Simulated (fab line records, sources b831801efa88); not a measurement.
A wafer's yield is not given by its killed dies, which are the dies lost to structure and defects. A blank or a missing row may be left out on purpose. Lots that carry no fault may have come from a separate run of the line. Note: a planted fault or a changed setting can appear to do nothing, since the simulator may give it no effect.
fab line records	flow sky130
record: lots: 12	wafers: 35	last-day: 50
route steps=708 shown METAL1@452 VIA1@478 METAL2@483 PAD_OPEN@708
lots with no fault: from the same line, run without faults
start-h: hours from the record's opening day to when the first of the lot's shown wafers began	wait-h: hours elapsed since this lot's preceding step	" the same as in the row above	L1.1+2: several wafers, shown together as one row	- no value present, or no start provided	* or withheld: withheld	< > ~ a bound
route shown NAME@n: a module of which the file shows steps, and the number in the route of the first	usual: mean and standard deviation over wafers with no fault	same: alike in all rows	chamber/n: place in a boat	sites: readings site by site	_std_site: the values' standard deviation	_edge_site: inner sites' mean taken away from outer sites' mean	radius-mm: how far each site lies from the wafer's centre	mask NAME#n: copy n	behind: the last tool/chamber to shape the wafer	hold: why the lot was held/for how many hours/how that ended	device: whichever transistor did not switch (one of n, p or np)	end of line: tests of these same wafers at the route's end	a step with no rows: only its recipe	killed: the dies lost at the first sort to structure and to defects; this is not the yield of the wafer	map: the dies of a wafer, with x for killed, . for not killed, _ for no die there
set.NAME: the run value of the setting; set.NAME@STEP: its run value at that earlier step	model.NAME: the simulator's own value behind a step, which no gauge read
one table for each step of the route and one row for each wafer, over a sample of lots
services: the hour from which a tool's chamber was out of use, counted from the record's first day as start-h (under 0 if before that day), plus the number of hours and why
== steps ==
step: SKY_METAL1_ETCH_18
recipe: chemistry: N2/H2	target: BARC	ion-energy-ev: 200	bias-w: 100	pressure-mtorr: 30	n2-flow-sccm: 100	h2-flow-sccm: 200	icp-w: 500	stop-on: SiO2	time-s: 45.9	target-depth-a: 600
usual: drypump-motor-current-A: 5.84/0.23	h2-flow-sccm: 199.9/0.63	oes-product-au: 0.855/0.0051	throttle-valve-pct: 13.224/0.0087
lot.wafer	tool	chamber	start-h	wait-h	drypump-motor-current-A	h2-flow-sccm	oes-product-au	rf-hours-counter-h	throttle-valve-pct
L449.1	rie-metal-03	1	760.70	0.0	5.40	199.5	0.855	6	13.229
L449.2	"	0	"	"	5.84	199.0	0.860	1	13.232
L449.3	"	1	"	"	5.41	200.1	0.863	-	13.231
L452.1	rie-metal-01	1	797.65	0.0	5.70	200.2	0.863	5	13.233
L452.2	"	0	"	"	6.12	199.8	0.865	8	13.205
L452.3	"	1	"	"	5.72	199.7	0.859	-	13.218
L453.1	rie-metal-01	1	799.05	0.0	5.75	199.5	0.854	5	13.234
L453.2	"	0	"	"	6.10	199.1	0.856	8	13.219
L453.5	"	0	"	"	6.09	199.0	0.854	-	13.211
L456.1	rie-metal-01	0	815.35	0.0	6.11	199.8	0.851	8	13.215
L456.2	"	1	"	"	5.73	200.5	0.856	6	13.227
L456.6	"	0	"	"	6.10	200.7	0.859	-	13.216
L459.3	rie-metal-04	1	840.93	0.0	5.84	201.2	0.856	-	13.222
L459.4	"	0	"	"	6.06	199.7	0.856	-	13.216
L459.6	"	0	"	"	6.06	200.4	0.859	-	13.231
L458.3	rie-metal-03	0	847.17	0.0	5.83	200.6	0.854	-	13.223
L458.4	"	1	"	"	5.41	199.4	0.855	-	13.230
L461.2	rie-metal-01	0	855.95	0.0	6.09	201.8	0.861	10	13.231
L461.3	"	1	"	"	5.74	200.8	0.860	-	13.223
L461.4	"	0	"	"	6.10	201.0	0.861	-	13.223
L464.3	rie-metal-03	1	877.37	0.0	5.41	200.1	0.845	-	13.228
L464.4	"	0	"	"	5.83	199.9	0.854	-	13.221
L464.6	"	1	"	"	5.40	200.1	0.852	-	13.232
L465.2	rie-metal-03	0	882.75	0.0	5.85	199.5	0.840	5	13.234
L465.3	"	1	"	"	5.41	199.6	0.850	-	13.220
L465.4	"	0	"	"	5.83	199.1	0.856	-	13.225
L466.2	rie-metal-01	1	894.90	0.0	5.73	200.9	0.858	8	13.226
L466.4	"	1	"	"	5.71	200.8	0.858	-	13.236
L466.6	"	0	"	"	6.11	199.2	0.847	-	13.238
L469.2	rie-metal-03	1	910.80	0.0	5.39	201.2	0.852	12	13.226
L469.3	"	1	"	"	5.40	200.2	0.848	-	13.224
L469.5	"	1	"	"	5.40	200.4	0.851	-	13.218
L470.1	rie-metal-04	1	919.03	0.1	5.82	199.5	0.849	14	13.218
L470.2	"	1	"	"	5.81	200.0	0.850	-	13.220
L470.4	"	1	"	"	5.81	200.3	0.852	-	13.228
step: SKY_VIA1_SPUTTER_20
recipe: material: TiN	target-thk-nm: 20	chamber-pressure-pa: 5	power-w: 4000	time-s: 80
usual: cathode-dc-power-W: 4000.0/0.6	throttle-valve-pct: 30.2/0.94
lot.wafer	tool	chamber	start-h	wait-h	cathode-dc-power-W	throttle-valve-pct
L449.1	pvd-sputter-01	-	789.69	0.0	3999.9	29.5
L449.2	"	-	"	"	3999.9	30.4
L449.3	"	-	"	"	4000.7	31.6
L452.1	pvd-sputter-03	-	826.53	0.0	4000.2	28.8
L452.2	"	-	"	"	3999.8	29.6
L452.3	"	-	"	"	3999.6	31.8
L453.1	pvd-sputter-01	-	828.05	0.0	3999.8	31.2
L453.2	"	-	"	"	3999.1	30.7
L453.5	"	-	"	"	3999.7	29.5
L456.1	pvd-sputter-01	-	843.68	0.0	4000.5	31.4
L456.2	"	-	"	"	3999.4	30.6
L456.6	"	-	"	"	4000.2	29.6
L459.3	pvd-sputter-04	-	869.70	0.0	4000.0	28.4
L459.4	"	-	"	"	4000.1	30.6
L459.6	"	-	"	"	4000.6	30.1
L458.3	pvd-sputter-01	-	875.01	0.0	3999.8	29.5
L458.4	"	-	"	"	3998.4	30.8
L461.2	pvd-sputter-03	-	884.10	0.0	3999.5	29.7
L461.3	"	-	"	"	4000.4	31.1
L461.4	"	-	"	"	4000.4	28.8
L464.3	pvd-sputter-01	-	905.58	0.0	4001.1	29.4
L464.4	"	-	"	"	4000.0	30.2
L464.6	"	-	"	"	3999.9	31.1
L465.2	pvd-sputter-03	-	910.75	0.0	3999.5	29.4
L465.3	"	-	"	"	4000.6	31.9
L465.4	"	-	"	"	3999.6	31.5
L466.2	pvd-sputter-01	-	922.09	0.0	4001.1	29.7
L466.4	"	-	"	"	4000.2	31.1
L466.6	"	-	"	"	4001.2	30.4
L469.2	pvd-sputter-03	-	938.30	0.0	4000.4	30.8
L469.3	"	-	"	"	4000.5	31.5
L469.5	"	-	"	"	3999.3	31.1
L470.1	pvd-sputter-03	-	945.41	0.0	3999.4	28.7
L470.2	"	-	"	"	3999.9	30.8
L470.4	"	-	"	"	4000.0	31.7
step: SKY_VIA1_CVD_21
recipe: material: W	target-thk-nm: 270	time-s: 80.902	temp-c: 400	pressure-torr: 40
usual: heater-power-w: 800/32
lot.wafer	tool	chamber	start-h	wait-h	heater-power-w
L449.1	cvd-w-01	1	789.75	0.0	777
L449.2	"	0	"	"	835
L449.3	"	0	"	"	837
L452.1	cvd-w-01	0	826.59	0.0	833
L452.2	"	1	"	"	791
L452.3	"	0	"	"	828
L453.1	cvd-w-01	1	828.11	0.0	794
L453.2	"	0	"	"	871
L453.5	"	1	"	"	779
L456.1	cvd-w-01	1	843.74	0.0	796
L456.2	"	0	"	"	838
L456.6	"	1	"	"	785
L459.3	cvd-w-01	1	869.80	0.1	801
L459.4	"	0	"	"	841
L459.6	"	1	"	"	783
L458.3	cvd-w-01	1	875.10	0.1	803
L458.4	"	0	"	"	858
L461.2	cvd-w-01	0	884.16	0.0	840
L461.3	"	1	"	"	801
L461.4	"	0	"	"	846
L464.3	cvd-w-02	0	905.68	0.1	777
L464.4	"	1	"	"	807
L464.6	"	1	"	"	837
L465.2	cvd-w-02	1	910.82	0.0	832
L465.3	"	0	"	"	779
L465.4	"	1	"	"	822
L466.2	cvd-w-01	0	922.15	0.0	776
L466.4	"	1	"	"	741
L466.6	"	0	"	"	792
L469.2	cvd-w-01	0	938.37	0.0	820
L469.3	"	0	"	"	803
L469.5	"	1	"	"	745
L470.1	cvd-w-02	0	945.47	0.0	791
L470.2	"	1	"	"	795
L470.4	"	1	"	"	793
step: SKY_METAL2_SPUTTER_00
recipe: material: Ti	target-thk-nm: 15	power-w: 3000	time-s: 10	chamber-pressure-pa: 0.4
usual: cathode-dc-power-W: 3000.0/0.57	throttle-valve-pct: 30.1/1
lot.wafer	tool	chamber	start-h	wait-h	cathode-dc-power-W	throttle-valve-pct
L449.1	pvd-sputter-02	-	790.32	0.2	3000.3	29.8
L449.2	"	-	"	"	3000.0	30.5
L449.3	"	-	"	"	3000.1	27.8
L452.1	pvd-sputter-01	-	827.16	0.2	3000.2	30.6
L452.2	"	-	"	"	3000.5	30.8
L452.3	"	-	"	"	3000.5	31.4
L453.1	pvd-sputter-03	-	828.69	0.2	2999.5	31.0
L453.2	"	-	"	"	3000.0	29.5
L453.5	"	-	"	"	3000.6	29.8
L456.1	pvd-sputter-02	-	844.31	0.2	3001.0	30.4
L456.2	"	-	"	"	3000.2	30.8
L456.6	"	-	"	"	2999.0	30.0
L459.3	pvd-sputter-01	-	870.34	0.1	2999.1	30.3
L459.4	"	-	"	"	2999.7	31.5
L459.6	"	-	"	"	2998.9	30.6
L458.3	pvd-sputter-02	-	875.65	0.2	3000.1	27.5
L458.4	"	-	"	"	3278.3	29.9
L461.2	pvd-sputter-01	-	884.89	0.2	2998.6	31.6
L461.3	"	-	"	"	2998.8	29.3
L461.4	"	-	"	"	2999.1	30.9
L464.3	pvd-sputter-03	-	906.22	0.1	3000.1	30.9
L464.4	"	-	"	"	3000.0	28.9
L464.6	"	-	"	"	2999.8	28.7
L465.2	pvd-sputter-01	-	911.39	0.1	2999.9	29.5
L465.3	"	-	"	"	3000.0	31.1
L465.4	"	-	"	"	3001.1	30.5
L466.2	pvd-sputter-01	-	922.73	0.1	2999.6	29.6
L466.4	"	-	"	"	3000.6	31.4
L466.6	"	-	"	"	3000.3	30.3
L469.2	pvd-sputter-03	-	938.94	0.1	2999.3	31.2
L469.3	"	-	"	"	3000.4	31.6
L469.5	"	-	"	"	3000.7	31.6
L470.1	pvd-sputter-03	-	946.04	0.1	2999.7	29.4
L470.2	"	-	"	"	2999.8	31.4
L470.4	"	-	"	"	2998.9	31.0
step: SKY_PAD_OPEN_PROBE_99
usual: defect-limited-yield: 82.7/2.1	killed_at_M0_to_M3: 43/7.2	killed_at_M4_up: 3.2/1.8	killed-at-contacts: 23/5.6	killed-at-front-end: 15/4.6	killed-at-other: 0.3/0.71	killed-dies: 85/10	killed-on-rim: 16/4.1	killed-open: 46/7.8	killed-short: 38/6.5	sort_bin_3_pad_short: 0.8/0.38	sort_bin_5_function: 10.2/1.5	sort_bin_6_memory: 6.3/1.2	sort-n-pass: 407/10	sort-yield-pct: 82.7/2.1
same: gross-dies: 492	killed-at-back-side: 0	sort_bin_4_leakage[%]: 0	sort_bin_8_speed[%]: 0
lot.wafer	tool	chamber	start-h	wait-h	defect-limited-yield[%]	killed_at_M0_to_M3	killed_at_M4_up	killed-at-contacts	killed-at-front-end	killed-at-other	killed-dies	killed-on-rim	killed-open	killed-short	sort_bin_3_pad_short[%]	sort_bin_5_function[%]	sort_bin_6_memory[%]	sort-n-pass	sort-yield-pct[%]
L449.1	prober-01	-	1073.98	0.1	85.4	28	6	21	17	0	72	11	33	39	1.0	7.5	6.1	420	85.4
L449.2	prober-01	-	1074.03	0.1	80.5	43	2	27	23	1	96	17	56	38	1.0	9.6	8.9	396	80.5
L449.3	prober-01	-	1074.08	0.2	85.8	24	3	19	24	0	70	18	26	43	0.8	8.9	4.5	422	85.8
L452.1	prober-02	-	1102.91	0.1	86.2	43	2	17	6	0	68	17	35	32	0.6	7.3	5.9	424	86.2
L452.2	prober-02	-	1102.96	0.1	80.9	49	5	27	13	0	94	13	51	43	1.0	11.2	6.9	398	80.9
L452.3	prober-02	-	1103.01	0.2	84.1	39	5	18	16	0	78	18	40	37	0.6	10.0	5.3	414	84.1
L453.1	prober-02	-	1103.84	0.1	83.5	38	7	18	18	0	81	14	41	39	0.8	9.8	5.9	411	83.5
L453.2	prober-02	-	1103.89	0.1	80.7	59	2	26	8	0	95	16	60	35	0.6	10.8	7.9	397	80.7
L453.5	prober-02	-	1104.04	0.2	83.1	43	7	19	13	1	83	13	43	40	0.8	9.1	6.9	409	83.1
L456.1	prober-01	-	1115.74	0.1	82.3	34	5	33	15	0	87	13	46	40	0.4	10.8	6.5	405	82.3
L456.2	prober-01	-	1115.79	0.1	81.7	47	4	22	17	0	90	20	50	40	0.4	10.8	7.1	402	81.7
L456.6	prober-01	-	1115.99	0.2	81.5	42	2	29	18	0	91	15	48	43	0.4	12.4	5.7	401	81.5
L459.3	prober-01	-	1134.95	0.2	84.6	30	3	24	19	0	76	17	41	35	0.2	9.3	5.9	416	84.6
L459.4	prober-01	-	1135.00	0.2	81.7	48	1	23	18	0	90	16	57	33	0.4	11.2	6.7	402	81.7
L459.6	prober-01	-	1135.10	0.2	84.3	44	1	17	15	0	77	14	40	37	1.0	7.3	7.3	415	84.3
L458.3	prober-02	-	1139.29	0.2	82.3	44	4	22	17	0	87	15	42	45	0.4	11.2	6.1	405	82.3
L461.2	prober-01	-	1146.99	0.1	82.3	39	4	25	19	0	87	17	40	46	1.0	11.6	5.1	405	82.3
L461.3	prober-01	-	1147.04	0.2	81.5	47	0	25	19	0	91	17	56	33	0.6	11.0	6.9	401	81.5
L461.4	prober-01	-	1147.09	0.2	81.1	49	3	17	23	1	93	11	53	40	1.0	10.2	7.7	399	81.1
L464.3	prober-02	-	1160.25	0.2	83.7	40	1	22	17	0	80	14	44	36	1.0	9.3	5.9	412	83.7
L464.4	prober-02	-	1160.30	0.2	81.5	46	3	25	17	0	91	16	51	40	0.8	11.0	6.7	401	81.5
L464.6	prober-02	-	1160.40	0.2	84.1	35	1	22	20	0	78	17	40	38	0.6	10.6	4.7	414	84.1
L465.2	prober-01	-	1165.49	0.1	84.3	35	3	25	14	0	77	10	38	38	0.6	9.3	5.7	415	84.3
L465.3	prober-01	-	1165.54	0.2	81.1	46	3	29	14	1	93	25	49	43	1.6	11.4	5.9	399	81.1
L465.4	prober-01	-	1165.59	0.2	85.0	40	2	22	9	1	74	13	46	27	0.4	9.8	4.9	418	85.0
L466.2	prober-02	-	1172.38	0.1	83.3	39	5	23	14	1	82	22	39	43	1.2	9.3	6.1	410	83.3
L466.4	prober-02	-	1172.48	0.2	81.9	45	5	24	15	0	89	16	47	42	1.2	9.6	7.3	403	81.9
L466.6	prober-02	-	1172.58	0.2	80.7	48	1	25	20	1	95	22	63	32	1.4	10.4	7.5	397	80.7
L469.2	prober-02	-	1184.43	0.1	81.9	38	6	29	16	0	89	14	52	37	0.4	11.0	6.7	403	81.9
L469.3	prober-02	-	1184.48	0.2	78.5	54	6	28	18	0	106	20	64	41	1.4	11.0	9.1	386	78.5
L469.5	prober-02	-	1184.58	0.2	83.3	47	2	22	11	0	82	13	48	33	0.6	10.4	5.7	410	83.3
L470.1	prober-02	-	1189.16	0.1	84.1	36	1	20	21	0	78	11	44	34	0.6	11.0	4.3	414	84.1
L470.2	prober-02	-	1189.21	0.1	82.5	40	4	22	18	2	86	21	41	45	0.8	10.2	6.5	406	82.5
L470.4	prober-02	-	1189.31	0.2	89.2	29	2	9	12	1	53	13	29	24	0.8	6.5	3.5	439	89.2
killed by level:class
L449.1 CONTACT:geometric-particle:open=7 FIELD_ISO:geometric-particle:short=6 LI_CONTACT:geometric-particle:open=5 CONTACT:geometric-particle:short=5 METAL1:geometric-particle:short=5 VIA2:geometric-particle:open=5 LOCAL_INTERCONNECT:geometric-particle:short=4 FIELD_ISO:geometric-particle:open=4
L449.2 CONTACT:geometric-particle:open=10 VIA1:geometric-particle:open=9 VIA2:geometric-particle:open=7 VIA1:geometric-particle:short=7 LI_CONTACT:geometric-particle:open=6 FIELD_ISO:geometric-particle:open=5 POLY_GATE:geometric-particle:open=5 CONTACT:geometric-particle:short=5
L449.3 FIELD_ISO:geometric-particle:short=12 CONTACT:geometric-particle:open=8 POLY_GATE:geometric-particle:short=6 VIA3:geometric-particle:open=5 LI_CONTACT:geometric-particle:short=3 LI_CONTACT:geometric-particle:open=3 LOCAL_INTERCONNECT:geometric-particle:short=3 METAL2:geometric-particle:short=3
L452.1 METAL2:geometric-particle:short=7 LI_CONTACT:geometric-particle:open=6 VIA1:geometric-particle:open=6 METAL1:geometric-particle:short=5 METAL3:geometric-particle:short=5 CONTACT:geometric-particle:open=4 VIA2:geometric-particle:short=4 VIA3:geometric-particle:short=4
L452.2 VIA3:geometric-particle:open=10 LI_CONTACT:geometric-particle:open=8 CONTACT:geometric-particle:short=7 VIA1:geometric-particle:open=7 VIA2:geometric-particle:open=7 CONTACT:geometric-particle:open=6 METAL2:geometric-particle:short=6 METAL1:geometric-particle:short=5
L452.3 VIA1:geometric-particle:open=14 LI_CONTACT:geometric-particle:open=7 FIELD_ISO:geometric-particle:open=5 FIELD_ISO:geometric-particle:short=5 METAL1:geometric-particle:short=5 VIA2:geometric-particle:short=5 LOCAL_INTERCONNECT:geometric-particle:short=4 VIA1:geometric-particle:short=3
L453.1 VIA1:geometric-particle:open=11 POLY_GATE:geometric-particle:short=6 CONTACT:geometric-particle:open=6 VIA1:geometric-particle:short=6 LI_CONTACT:geometric-particle:open=5 VIA2:geometric-particle:open=4 METAL1:geometric-particle:short=4 METAL2:geometric-particle:short=4
L453.2 VIA1:geometric-particle:open=14 CONTACT:geometric-particle:open=9 VIA2:geometric-particle:open=9 LI_CONTACT:geometric-particle:open=8 VIA1:geometric-particle:short=8 VIA3:geometric-particle:open=8 METAL2:geometric-particle:short=6 CONTACT:geometric-particle:short=4
L453.5 VIA1:geometric-particle:open=12 CONTACT:geometric-particle:open=7 LI_CONTACT:geometric-particle:open=5 LOCAL_INTERCONNECT:geometric-particle:short=5 METAL1:geometric-particle:short=5 VIA1:geometric-particle:short=5 METAL2:geometric-particle:short=5 VIA3:geometric-particle:short=5
L456.1 CONTACT:geometric-particle:open=12 LI_CONTACT:geometric-particle:open=9 FIELD_ISO:geometric-particle:short=6 VIA2:geometric-particle:open=5 CONTACT:geometric-particle:short=5 METAL1:geometric-particle:short=5 VIA1:geometric-particle:open=5 LOCAL_INTERCONNECT:geometric-particle:short=4
L456.2 VIA1:geometric-particle:open=13 VIA3:geometric-particle:open=9 LI_CONTACT:geometric-particle:open=5 METAL2:geometric-particle:short=5 FIELD_ISO:geometric-particle:short=4 POLY_GATE:geometric-particle:open=4 LI_CONTACT:geometric-particle:short=4 LOCAL_INTERCONNECT:geometric-particle:short=4
L456.6 CONTACT:geometric-particle:open=12 VIA2:geometric-particle:open=10 LI_CONTACT:geometric-particle:open=8 VIA2:geometric-particle:short=8 VIA1:geometric-particle:open=6 POLY_GATE:geometric-particle:short=5 VIA1:geometric-particle:short=5 FIELD_ISO:geometric-particle:open=4
L459.3 LI_CONTACT:geometric-particle:open=7 FIELD_ISO:geometric-particle:open=5 CONTACT:geometric-particle:open=5 VIA2:geometric-particle:open=5 FIELD_ISO:geometric-particle:short=4 LI_CONTACT:geometric-particle:short=4 CONTACT:geometric-particle:short=4 VIA1:geometric-particle:open=4
L459.4 VIA2:geometric-particle:open=11 VIA3:geometric-particle:open=10 CONTACT:geometric-particle:open=9 VIA1:geometric-particle:open=7 POLY_GATE:geometric-particle:open=5 METAL1:geometric-particle:open=4 LI_CONTACT:geometric-particle:open=4 CONTACT:geometric-particle:short=4
L459.6 VIA1:geometric-particle:open=9 VIA3:geometric-particle:open=8 CONTACT:geometric-particle:open=6 POLY_GATE:geometric-particle:short=5 VIA2:geometric-particle:open=5 LOCAL_INTERCONNECT:geometric-particle:short=5 VIA2:geometric-particle:short=5 VIA1:geometric-particle:short=4
L458.3 CONTACT:geometric-particle:open=9 FIELD_ISO:geometric-particle:short=7 VIA3:geometric-particle:open=7 METAL1:geometric-particle:short=6 VIA3:geometric-particle:short=5 LOCAL_INTERCONNECT:geometric-particle:short=5 VIA1:geometric-particle:open=5 METAL2:geometric-particle:short=5
L461.2 VIA1:geometric-particle:open=8 CONTACT:geometric-particle:open=8 FIELD_ISO:geometric-particle:short=7 LI_CONTACT:geometric-particle:open=6 VIA3:geometric-particle:open=6 CONTACT:geometric-particle:short=5 LOCAL_INTERCONNECT:geometric-particle:short=5 METAL2:geometric-particle:short=5
L461.3 VIA2:geometric-particle:open=15 VIA1:geometric-particle:open=10 CONTACT:geometric-particle:open=9 CONTACT:geometric-particle:short=6 LI_CONTACT:geometric-particle:short=5 LI_CONTACT:geometric-particle:open=5 VIA2:geometric-particle:short=5 FIELD_ISO:geometric-particle:open=3
L461.4 VIA1:geometric-particle:open=17 POLY_GATE:geometric-particle:open=9 CONTACT:geometric-particle:open=7 METAL2:geometric-particle:short=7 METAL3:geometric-particle:short=6 VIA1:geometric-particle:short=5 POLY_GATE:geometric-particle:short=4 LOCAL_INTERCONNECT:geometric-particle:short=4
L464.3 VIA1:geometric-particle:open=11 CONTACT:geometric-particle:open=9 VIA3:geometric-particle:open=7 METAL1:geometric-particle:short=7 POLY_GATE:geometric-particle:open=6 LI_CONTACT:geometric-particle:open=5 CONTACT:geometric-particle:short=5 METAL2:geometric-particle:short=5
L464.4 LI_CONTACT:geometric-particle:open=11 CONTACT:geometric-particle:open=8 VIA1:geometric-particle:open=7 METAL2:geometric-particle:short=6 POLY_GATE:geometric-particle:open=5 METAL1:geometric-particle:short=5 VIA1:geometric-particle:short=5 VIA2:geometric-particle:open=5
L464.6 VIA1:geometric-particle:open=7 VIA3:geometric-particle:open=7 LI_CONTACT:geometric-particle:open=6 FIELD_ISO:geometric-particle:open=5 FIELD_ISO:geometric-particle:short=5 LI_CONTACT:geometric-particle:short=5 CONTACT:geometric-particle:open=5 METAL2:geometric-particle:short=4
L465.2 LI_CONTACT:geometric-particle:open=8 VIA3:geometric-particle:open=7 VIA1:geometric-particle:open=7 VIA1:geometric-particle:short=6 CONTACT:geometric-particle:open=6 LI_CONTACT:geometric-particle:short=4 LOCAL_INTERCONNECT:geometric-particle:short=4 METAL3:geometric-particle:short=4
L465.3 VIA1:geometric-particle:open=11 LI_CONTACT:geometric-particle:open=9 METAL1:geometric-particle:short=7 LOCAL_INTERCONNECT:geometric-particle:short=6 CONTACT:geometric-particle:open=6 VIA2:geometric-particle:open=6 VIA1:geometric-particle:short=5 LI_CONTACT:geometric-particle:short=5
L465.4 VIA1:geometric-particle:open=15 CONTACT:geometric-particle:open=7 LI_CONTACT:geometric-particle:open=6 VIA3:geometric-particle:open=6 CONTACT:geometric-particle:short=5 VIA2:geometric-particle:open=5 POLY_GATE:geometric-particle:open=3 METAL2:geometric-particle:short=3
L466.2 VIA1:geometric-particle:open=9 LI_CONTACT:geometric-particle:open=7 METAL2:geometric-particle:short=7 CONTACT:geometric-particle:open=6 METAL1:geometric-particle:short=5 FIELD_ISO:geometric-particle:short=4 POLY_GATE:geometric-particle:open=4 LI_CONTACT:geometric-particle:short=4
L466.4 VIA1:geometric-particle:open=9 CONTACT:geometric-particle:open=8 METAL1:geometric-particle:short=7 VIA2:geometric-particle:open=7 LI_CONTACT:geometric-particle:open=6 VIA3:geometric-particle:short=6 FIELD_ISO:geometric-particle:open=5 METAL2:geometric-particle:short=5
L466.6 VIA1:geometric-particle:open=15 CONTACT:geometric-particle:open=13 VIA2:geometric-particle:open=9 METAL2:geometric-particle:short=7 FIELD_ISO:geometric-particle:open=6 FIELD_ISO:geometric-particle:short=6 LI_CONTACT:geometric-particle:open=6 VIA3:geometric-particle:open=4
L469.2 CONTACT:geometric-particle:open=13 VIA1:geometric-particle:open=10 LI_CONTACT:geometric-particle:open=8 VIA3:geometric-particle:open=7 METAL1:geometric-particle:short=5 VIA1:geometric-particle:short=5 FIELD_ISO:geometric-particle:short=4 FIELD_ISO:geometric-particle:open=4
L469.3 CONTACT:geometric-particle:open=13 VIA3:geometric-particle:open=11 VIA1:geometric-particle:open=9 VIA2:geometric-particle:open=8 METAL2:geometric-particle:short=7 LI_CONTACT:geometric-particle:open=7 METAL1:geometric-particle:short=6 FIELD_ISO:geometric-particle:short=5
L469.5 VIA1:geometric-particle:open=12 VIA3:geometric-particle:open=8 CONTACT:geometric-particle:open=7 LI_CONTACT:geometric-particle:open=6 METAL3:geometric-particle:short=6 VIA2:geometric-particle:open=6 METAL2:geometric-particle:short=5 POLY_GATE:geometric-particle:open=4
L470.1 CONTACT:geometric-particle:open=9 VIA1:geometric-particle:open=8 VIA3:geometric-particle:open=8 FIELD_ISO:geometric-particle:short=5 POLY_GATE:geometric-particle:open=5 METAL1:geometric-particle:short=5 FIELD_ISO:geometric-particle:open=4 LOCAL_INTERCONNECT:geometric-particle:short=4
L470.2 CONTACT:geometric-particle:open=9 VIA2:geometric-particle:open=7 FIELD_ISO:geometric-particle:short=6 VIA3:geometric-particle:open=6 VIA1:geometric-particle:open=5 METAL2:geometric-particle:short=5 POLY_GATE:geometric-particle:short=4 LI_CONTACT:geometric-particle:open=4
L470.4 VIA1:geometric-particle:open=6 VIA2:geometric-particle:open=6 METAL1:geometric-particle:short=5 VIA3:geometric-particle:open=5 FIELD_ISO:geometric-particle:short=4 CONTACT:geometric-particle:open=4 FIELD_ISO:geometric-particle:open=3 POLY_GATE:geometric-particle:open=2
== services ==
tool	chamber	start-h	hours	kind
cvd-w-02	-	752.31	0.3	repair
cvd-w-01	0	754.57	4.1	repair
rie-metal-03	1	763.11	3.6	repair
cvd-w-01	-	770.69	0.9	repair
pvd-sputter-03	-	806.46	5.6	repair
pvd-sputter-02	-	819.61	9.3	repair
pvd-sputter-02	-	821.36	15.1	repair
pvd-sputter-01	-	834.76	4.5	repair
rie-metal-03	0	840.03	2.3	repair
rie-metal-04	1	859.94	6.9	repair
cvd-w-02	-	866.41	2.0	repair
pvd-sputter-02	-	867.83	2.4	repair
cvd-w-01	-	904.00	14.0	pm
cvd-w-01	0	904.00	14.0	vent-cycle
cvd-w-01	1	904.00	14.0	vent-cycle
rie-metal-03	-	904.52	0.4	repair
rie-metal-04	0	906.49	-	clean
rie-metal-04	0	906.49	14.7	scheduled-down
rie-metal-01	-	911.56	2.8	pm
cvd-w-01	0	918.00	-	clean
cvd-w-01	1	918.00	-	clean
pvd-sputter-01	-	923.44	2.4	repair
pvd-sputter-03	-	924.54	0.7	repair
pvd-sputter-04	-	939.48	7.5	repair
== key ==
first-sign: step: SKY_METAL2_SPUTTER_00	reading: cathode-dc-power-W	direction: up	sigmas: 99+	usual: 3000.0	struck: 3278.3
effect none on later readings
met-at SKY_METAL2_SPUTTER_00
struck-lots L458
struck-wafers L458.4
rows-end L458.4
not-acting-at SKY_METAL1_ETCH_18,SKY_VIA1_SPUTTER_20,SKY_VIA1_CVD_21
onset-between 790.32 875.65
fault: kind: process-parameter-drift	tool: pvd-sputter-02	chamber: -	onset-h: 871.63	steps: SKY_METAL2_SPUTTER_00	channel: power-w	offset: *	shape: step	acts-in: *	stated: *	scope: struck-wafers-only
rows-end: these wafers met a further fault down the route, and their rows from its step on are left out
